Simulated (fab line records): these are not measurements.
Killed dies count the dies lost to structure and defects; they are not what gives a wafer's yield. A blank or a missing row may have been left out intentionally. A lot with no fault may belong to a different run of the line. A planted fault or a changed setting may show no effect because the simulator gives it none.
What tool caused it? + flow gf180mcu + 14 lots with 42 wafers sampled at 4 steps, on a route of 602 steps

== WHAT THE GAUGES SHOWED, per wafer ==
GF_POLY_GATE_CD_MEAS_10 targets a cd of 280 nm.
| lot  | measured     | on        | cd-nm (nm)        |
|------|--------------|-----------|-------------------|
| L137 | day 9 05:23  | cd-sem-01 | 277.1 277.6 278.3 |
| L138 | day 9 10:50  | cd-sem-02 | 280.4 280.2 280.4 |
| L139 | day 9 17:03  | cd-sem-01 | 280.8 280.0 279.8 |
| L140 | day 10 00:25 | cd-sem-02 | 280.6 280.0 280.4 |
| L141 | day 10 05:15 | cd-sem-01 | 278.0 277.4 277.1 |
| L143 | day 10 23:15 | cd-sem-01 | 278.9 279.5 278.8 |
| L145 | day 11 12:23 | cd-sem-01 | 279.8 279.2 280.5 |
| L147 | day 12 13:47 | cd-sem-01 | 304.4 304.4 304.2 |
| L149 | day 13 02:04 | cd-sem-02 | 298.7 298.8 299.4 |
| L151 | day 13 09:12 | cd-sem-01 | 282.5 280.2 280.6 |
| L154 | day 14 08:35 | cd-sem-02 | 281.0 281.0 281.0 |
| L157 | day 15 01:43 | cd-sem-02 | 279.5 279.8 279.4 |
| L158 | day 15 10:34 | cd-sem-02 | 280.1 280.1 280.3 |
| L160 | day 16 02:11 | cd-sem-02 | 280.6 279.5 279.9 |

GF_NSD_TW_MEAS_12.
| lot  | measured     | on            | NSD_TW         |
|------|--------------|---------------|----------------|
| L137 | day 13 11:01 | film-metro-04 | 4225 4224 4241 |
| L138 | day 13 14:05 | film-metro-04 | 4251 4239 4220 |
| L139 | day 13 22:41 | film-metro-04 | 4214 4241 4219 |
| L140 | day 14 07:14 | film-metro-03 | 4274 4256 4258 |
| L141 | day 14 12:58 | film-metro-01 | 4297 4301 4300 |
| L143 | day 15 09:10 | film-metro-04 | 4242 4230 4226 |
| L145 | day 16 01:26 | film-metro-04 | 4233 4215 4228 |
| L147 | day 17 05:55 | film-metro-04 | 4252 4252 4236 |
| L149 | day 17 18:30 | film-metro-04 | 4246 4232 4237 |
| L151 | day 18 04:36 | film-metro-03 | 4296 4319 4272 |
| L154 | day 19 08:20 | film-metro-03 | 4281 4270 4293 |
| L157 | day 20 04:13 | film-metro-03 | 4272 4269 4290 |
| L158 | day 20 13:06 | film-metro-01 | 4305 4321 4284 |
| L160 | day 21 08:14 | film-metro-01 | 4281 4285 4314 |

== EACH LOT AND THE TOOL THAT RAN IT (in order: tool; ch and the chambers of the sampled wafers; start) ==
| lot  | GF_VT_IMPLANT_RTA_45             | GF_POLY_GATE_SOFTBAKE_06          |
|------|----------------------------------|-----------------------------------|
| L137 | rtp-anneal-02 ch 0, day 7 13:54  | litho-track-03 ch 0, day 8 20:00  |
| L138 | rtp-anneal-02 ch 0, day 7 19:39  | litho-track-03 ch 0, day 9 02:00  |
| L139 | rtp-anneal-01 ch 0, day 8 00:57  | litho-track-03 ch 0, day 9 08:00  |
| L140 | rtp-anneal-02 ch 0, day 8 07:41  | litho-track-04 ch 0, day 9 15:00  |
| L141 | rtp-anneal-02 ch 0, day 8 13:25  | litho-track-02 ch 0, day 9 20:00  |
| L143 | rtp-anneal-01 ch 0, day 9 04:52  | litho-track-03 ch 0, day 10 13:00 |
| L145 | rtp-anneal-01 ch 0, day 9 18:26  | litho-track-03 ch 0, day 11 03:00 |
| L147 | rtp-anneal-02 ch 0, day 10 18:25 | litho-track-02 ch 0, day 12 04:00 |
| L149 | rtp-anneal-02 ch 0, day 11 02:25 | litho-track-02 ch 0, day 12 15:00 |
| L151 | rtp-anneal-02 ch 0, day 11 12:22 | litho-track-03 ch 0, day 12 23:00 |
| L154 | rtp-anneal-02 ch 0, day 12 10:28 | litho-track-04 ch 0, day 13 22:00 |
| L157 | rtp-anneal-02 ch 0, day 13 02:38 | litho-track-03 ch 0, day 14 15:00 |
| L158 | rtp-anneal-01 ch 0, day 13 09:43 | litho-track-03 ch 0, day 14 23:00 |
| L160 | rtp-anneal-02 ch 0, day 14 03:10 | litho-track-04 ch 0, day 15 15:00 |
- GF_VT_IMPLANT_RTA_45: time 30 s.
- GF_POLY_GATE_SOFTBAKE_06: time 60 s.

== WHAT THE TOOLS THEMSELVES READ (means of the sampled wafers that have a number; where no wafer has one, the mark that the record gives instead) ==
GF_VT_IMPLANT_RTA_45.
| lot  | tool          | lamp-power-pct (%) | wafer_temp_C_max |
|------|---------------|--------------------|------------------|
| L137 | rtp-anneal-02 | 38                 | 1055.7           |
| L138 | rtp-anneal-02 | 38                 | 1054.2           |
| L139 | rtp-anneal-01 | 31                 | 1058.6           |
| L140 | rtp-anneal-02 | 38                 | 1055.0           |
| L141 | rtp-anneal-02 | 38                 | 1054.3           |
| L143 | rtp-anneal-01 | 31                 | 1059.8           |
| L145 | rtp-anneal-01 | 31                 | 1058.4           |
| L147 | rtp-anneal-02 | 38                 | 1055.6           |
| L149 | rtp-anneal-02 | 38                 | 1055.0           |
| L151 | rtp-anneal-02 | 38                 | 1055.3           |
| L154 | rtp-anneal-02 | 38                 | 1054.8           |
| L157 | rtp-anneal-02 | 38                 | 1054.2           |
| L158 | rtp-anneal-01 | 31                 | 1060.7           |
| L160 | rtp-anneal-02 | 38                 | 1055.5           |

GF_POLY_GATE_SOFTBAKE_06.
| lot  | tool           | heater-power-total-W (W) | plate-temp-C (C) |
|------|----------------|--------------------------|------------------|
| L137 | litho-track-03 | 93.05                    | 129.92           |
| L138 | litho-track-03 | 93.03                    | 130.21           |
| L139 | litho-track-03 | 92.99                    | 129.92           |
| L140 | litho-track-04 | 93.00                    | 129.97           |
| L141 | litho-track-02 | 93.07                    | 130.07           |
| L143 | litho-track-03 | 93.07                    | 130.08           |
| L145 | litho-track-03 | 93.03                    | 129.99           |
| L147 | litho-track-02 | 81.21                    | 117.35           |
| L149 | litho-track-02 | 81.18                    | 117.10           |
| L151 | litho-track-03 | 93.04                    | 129.93           |
| L154 | litho-track-04 | 93.02                    | 129.98           |
| L157 | litho-track-03 | 93.06                    | 130.02           |
| L158 | litho-track-03 | 93.02                    | 130.04           |
| L160 | litho-track-04 | 93.00                    | 129.96           |

== THE ANSWER, worked out from the rows above alone ==
Rule: what is usual is taken from the lots themselves. Put in order of their means at a reading, lots are off if they are a third of the lots or fewer, leave a main group of 4 or more, and stand apart from it by a gap of 3 or more times the standard deviation of the main group's means; of several such gaps the widest counts. A main group whose means are all the same, to the digits that the tables above print for the reading, isn't used. A lot without any number at a reading at which 4 lots or more have one is off too. Any other lot the step has rows for is counted as sound. After the gauges, taken in route order, come the tools' own readings; for these a lot's mean is taken, as printed above. The first step at which some lot is off is used, and at that step the reading that is off furthest; a lot without a number counts as furthest.
Off: L147, L149, at GF_POLY_GATE_CD_MEAS_10 (cd-nm). The main group: mean 279.7 nm, standard deviation 1.1.
A tool fits if, at a process step before that reading, it ran every lot that is off, and no sound lot after the first of them. The gauges at GF_POLY_GATE_CD_MEAS_10 aren't tried: what is off there is off at GF_POLY_GATE_SOFTBAKE_06 too, on other tools, and a gauge's error can't cause that. One fits: GF_POLY_GATE_SOFTBAKE_06 on litho-track-02. A fault onset in the window from L141 (day 9 20:00, its last sound lot) to L147 (day 12 04:00, its first lot off) fits.
The tool's own readings at GF_POLY_GATE_SOFTBAKE_06 bear it out: on the lots that are off they differ by more than 5 times the standard deviation of the sound lots' means. heater-power-total-W reads 81.19 W there against 93.03 W on the sound lots; plate-temp-C reads 117.22 C there against 130.01 C on the sound lots.

== WHAT THE SIMULATOR PUT IN ==
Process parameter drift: litho-track-02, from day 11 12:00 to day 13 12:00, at GF_POLY_GATE_SOFTBAKE_06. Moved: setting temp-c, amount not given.
Lots struck among those shown: L147, L149. The rule above found the same.
